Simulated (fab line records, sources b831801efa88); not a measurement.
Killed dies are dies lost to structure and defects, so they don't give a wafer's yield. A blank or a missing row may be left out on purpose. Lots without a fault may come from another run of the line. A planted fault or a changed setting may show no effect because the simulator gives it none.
Matching of chambers -- flow gf180mcu -- GF_V3_CMP_04 on cmp-02 has 4 sister chambers
The step polishes SiO2. 22 wafers are shown with their chamber, then 11 later ones without.

## WAFERS WITH THEIR CHAMBER
wafer,chamber,motor_current_A (A),time_to_endpoint_s (s)
L081.1,0,11.3,71
L081.3,1,10.5,79
L081.4,2,13.4,81
L084.1,1,9.9,72
L084.2,2,13.3,76
L084.6,1,9.9,80
L086.2,1,9.9,81
L086.5,0,11.3,75
L086.6,3,13.4,78
L087.1,2,13.5,84
L087.4,0,11.5,84
L087.6,1,9.4,96
L088.2,0,11.3,79
L088.4,2,13.4,80
L088.5,0,11.2,79
L089.1,0,11.9,79
L089.2,1,10.1,88
L089.4,2,13.9,90
L091.1,2,13.6,78
L091.2,3,13.0,77
L091.3,1,9.8,79
L093.2,1,9.9,79

SIGNATURES, as means of the wafers listed above
reading,chamber 0,chamber 1,chamber 2,chamber 3,scatter within a chamber
motor_current_A,11.417,9.925,13.517,13.200,0.268
time_to_endpoint_s,77.83,81.75,81.50,77.50,5.7
Rule: for each reading, subtract the chamber's mean from the wafer's reading, divide by that reading's scatter and square the result; add these up over the readings and take the root, which gives the wafer's distance from the chamber. The wafer belongs to the nearest chamber; if the next one is less than 2 further off, it can't be placed. The scatter: the root of (the sum of the squares of (reading less its chamber's mean) over the shown wafers, divided by (wafers less chambers)).

## WAFERS WHOSE CHAMBER IS MISSING
wafer,motor_current_A (A),time_to_endpoint_s (s)
L093.5,13.3,80
L093.6,10.1,80
L094.1,10.4,85
L094.5,12.5,87
L094.6,9.7,88
L095.1,10.2,71
L095.2,13.1,70
L095.4,12.9,81
L097.2,12.9,70
L097.3,11.2,65
L097.4,13.4,76

## THE CHAMBER EACH PASSED THROUGH
wafer,from the rows above,in truth
L093.5,can't be placed: 3 or 2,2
L093.6,1,1
L094.1,1,1
L094.5,can't be placed: 3 or 2 or 0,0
L094.6,1,1
L095.1,1,1
L095.2,can't be placed: 3 or 2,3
L095.4,can't be placed: 3 or 2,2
L097.2,can't be placed: 3 or 2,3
L097.3,0,0
L097.4,can't be placed: 3 or 2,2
5 of 11 placed correctly. Cannot be placed on the basis of these rows: 6; the candidates contain the true chamber in 6. Number placed wrongly: 0.
